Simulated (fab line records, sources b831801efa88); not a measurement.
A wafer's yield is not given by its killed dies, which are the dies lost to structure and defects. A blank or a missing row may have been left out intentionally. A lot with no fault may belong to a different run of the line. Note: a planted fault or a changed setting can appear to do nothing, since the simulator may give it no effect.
Chamber matching / flow sky130 / cmp-01 running SKY_CONTACT_CMP_27: 4 sister chambers
The step polishes, stops on SiO2, t overpolish 15 s, target thk 0 nm. 8 wafers are shown with their chamber, then 9 later ones without.

## WAFERS PAIRED WITH THEIR CHAMBERS
wafer=L080.4; chamber=0; motor-current-A (A)=11.8; time-to-endpoint-s (s)=75.6
wafer=L082.2; chamber=3; motor-current-A (A)=10.7; time-to-endpoint-s (s)=79.7
wafer=L082.5; chamber=2; motor-current-A (A)=12.5; time-to-endpoint-s (s)=76.1
wafer=L082.6; chamber=3; motor-current-A (A)=10.2; time-to-endpoint-s (s)=78.3
wafer=L083.1; chamber=0; motor-current-A (A)=12.4; time-to-endpoint-s (s)=78.7
wafer=L088.1; chamber=2; motor-current-A (A)=12.7; time-to-endpoint-s (s)=80.2
wafer=L088.4; chamber=1; motor-current-A (A)=10.5; time-to-endpoint-s (s)=82.3
wafer=L088.5; chamber=1; motor-current-A (A)=9.5; time-to-endpoint-s (s)=83.2

## WAFERS WITH NO CHAMBER GIVEN
wafer=L090.1; motor-current-A (A)=13.0; time-to-endpoint-s (s)=81.2
wafer=L090.5; motor-current-A (A)=10.2; time-to-endpoint-s (s)=86.0
wafer=L090.6; motor-current-A (A)=12.5; time-to-endpoint-s (s)=81.5
wafer=L093.2; motor-current-A (A)=12.3; time-to-endpoint-s (s)=82.8
wafer=L093.3; motor-current-A (A)=11.6; time-to-endpoint-s (s)=81.3
wafer=L093.4; motor-current-A (A)=9.7; time-to-endpoint-s (s)=82.7
wafer=L097.1; motor-current-A (A)=12.2; time-to-endpoint-s (s)=85.1
wafer=L097.2; motor-current-A (A)=9.6; time-to-endpoint-s (s)=88.8
wafer=L097.3; motor-current-A (A)=12.1; time-to-endpoint-s (s)=83.0

## THE CHAMBER EACH PASSED THROUGH
wafer=L090.1; from the rows above=can't be placed: 2 or 0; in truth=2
wafer=L090.5; from the rows above=can't be placed: 1 or 3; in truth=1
wafer=L090.6; from the rows above=can't be placed: 2 or 0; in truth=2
wafer=L093.2; from the rows above=can't be placed: 2 or 0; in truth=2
wafer=L093.3; from the rows above=can't be placed: 0 or 2 or 3 or 1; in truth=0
wafer=L093.4; from the rows above=can't be placed: 1 or 3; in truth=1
wafer=L097.1; from the rows above=can't be placed: 2 or 0 or 1 or 3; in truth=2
wafer=L097.2; from the rows above=1; in truth=1
wafer=L097.3; from the rows above=can't be placed: 2 or 0 or 3 or 1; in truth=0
Placed correctly: 1 of 9. From these rows, 8 cannot be placed; in 8 the true chamber is one of the candidates. Number placed wrongly: 0.
How it was worked out, from the rows above alone: a wafer's distance from a chamber is the root of the sum, over the readings, of the square of ((its reading less the chamber's mean) divided by the reading's scatter). The wafer belongs to the nearest chamber; if the next one is less than 2 further off, it can't be placed. For every chamber, the mean is computed from those of its wafers that are shown. How the scatter is found: for the shown wafers, subtract from each reading the mean of its chamber, square and add these, divide the total by (wafers less chambers), then take the root.
